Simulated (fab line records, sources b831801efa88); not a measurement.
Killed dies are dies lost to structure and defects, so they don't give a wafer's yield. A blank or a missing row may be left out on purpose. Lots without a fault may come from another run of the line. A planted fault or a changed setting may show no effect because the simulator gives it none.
One fault seen from 2 desks | flow gf180mcu | each desk has only its own numbers; what lay behind them comes last

THE TOOL OWNER'S DESK: implanter-03
The tool's own readings at GF_NWELL_IMPLANT_09: means of the sampled wafers that have a number, for each lot that ran on this tool. A lot is out of limits, marked OUT, if its mean lies more than 4 standard deviations from the usual mean; the brackets give that distance.
Columns: A = dose_ions_cm2 at GF_NWELL_IMPLANT_09, usual 4e+12; B = faraday_current_uA at GF_NWELL_IMPLANT_09, usual 22.5
lot  | first seen here | A                       | B
L639 | day 3 07:10     | 4e+12                   | 22.5
L640 | day 3 13:02     | 4e+12                   | 22.5
L643 | day 4 04:41     | 4e+12                   | 22.1
L645 | day 4 16:09     | 4e+12                   | 22.5
L646 | day 5 00:13     | 4e+12                   | 22.4
L652 | day 6 08:10     | 4e+12                   | 22.6
L659 | day 7 19:58     | 3e+12 (-99 or more) OUT | 16.3 (-13) OUT
L660 | day 8 01:13     | 3e+12 (-99 or more) OUT | 16.4 (-13) OUT
This desk's finding: out of limits on L659, L660; first on L659, day 7 19:58 (dose_ions_cm2 at GF_NWELL_IMPLANT_09). In limits: L639, L640, L643, L645, L646, L652.

THE METROLOGY DESK
What the gauges read, lot by lot, whatever tool the lot ran on: means of the sampled wafers that have a number. A lot is out of limits, marked OUT, if its mean lies more than 4 standard deviations from the usual mean; the brackets give that distance.
Columns: A = STI_CVD_23_THK at GF_STI_THK_MEAS_24, usual 646 nm; B = NWELL_RS at GF_VT_IMPLANT_RS_MEAS_47, usual 488.4 ohm/sq; C = MVPSD_RS at GF_VT_IMPLANT_RS_MEAS_49, usual 1169.5 ohm/sq
lot  | first seen here | A   | B               | C
L639 | day 2 03:08     | 646 | 489.5           | 1169.3
L640 | day 2 09:16     | 638 | 488.7           | 1172.0
L642 | day 2 18:53     | 648 | 488.5           | 1171.3
L643 | day 2 23:44     | 648 | 488.5           | 1173.2
L645 | day 3 10:50     | 653 | 487.5           | 1171.8
L646 | day 3 17:55     | 647 | 488.0           | 1170.7
L649 | day 4 07:14     | 644 | 487.8           | 1165.7
L652 | day 4 23:43     | 639 | 489.1           | 1173.7
L653 | day 5 03:37     | 643 | 488.5           | 1169.6
L659 | day 6 10:49     | 655 | 510.9 (+23) OUT | 1167.1
L660 | day 6 15:28     | 655 | 510.4 (+22) OUT | 1166.7
L661 | day 6 20:37     | 642 | 487.9           | 1169.6
L662 | day 7 03:47     | 649 | 487.9           | 1169.2
This desk's finding: out of limits on L659, L660; first on L659, day 13 02:20 (NWELL_RS at GF_VT_IMPLANT_RS_MEAS_47). In limits: L639, L640, L642, L643, L645, L646, L649, L652, L653, L661, L662.

PUT TOGETHER
The tool owner's desk could have raised an alarm at day 7 19:58, on L659, L660.
The metrology desk could have raised an alarm at day 13 02:20, on L659, L660.
Of the lots named, all ran GF_NWELL_IMPLANT_09 on implanter-03.

WHAT THE SIMULATOR HAD PUT IN
Process parameter drift: implanter-03, from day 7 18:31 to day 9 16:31, at GF_NWELL_IMPLANT_09. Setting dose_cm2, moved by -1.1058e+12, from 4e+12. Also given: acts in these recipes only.
Lots struck among those shown: L659, L660.
Hours from the fault's start to each desk's first reading out of limits: the tool owner's desk, 1; the metrology desk, 128.
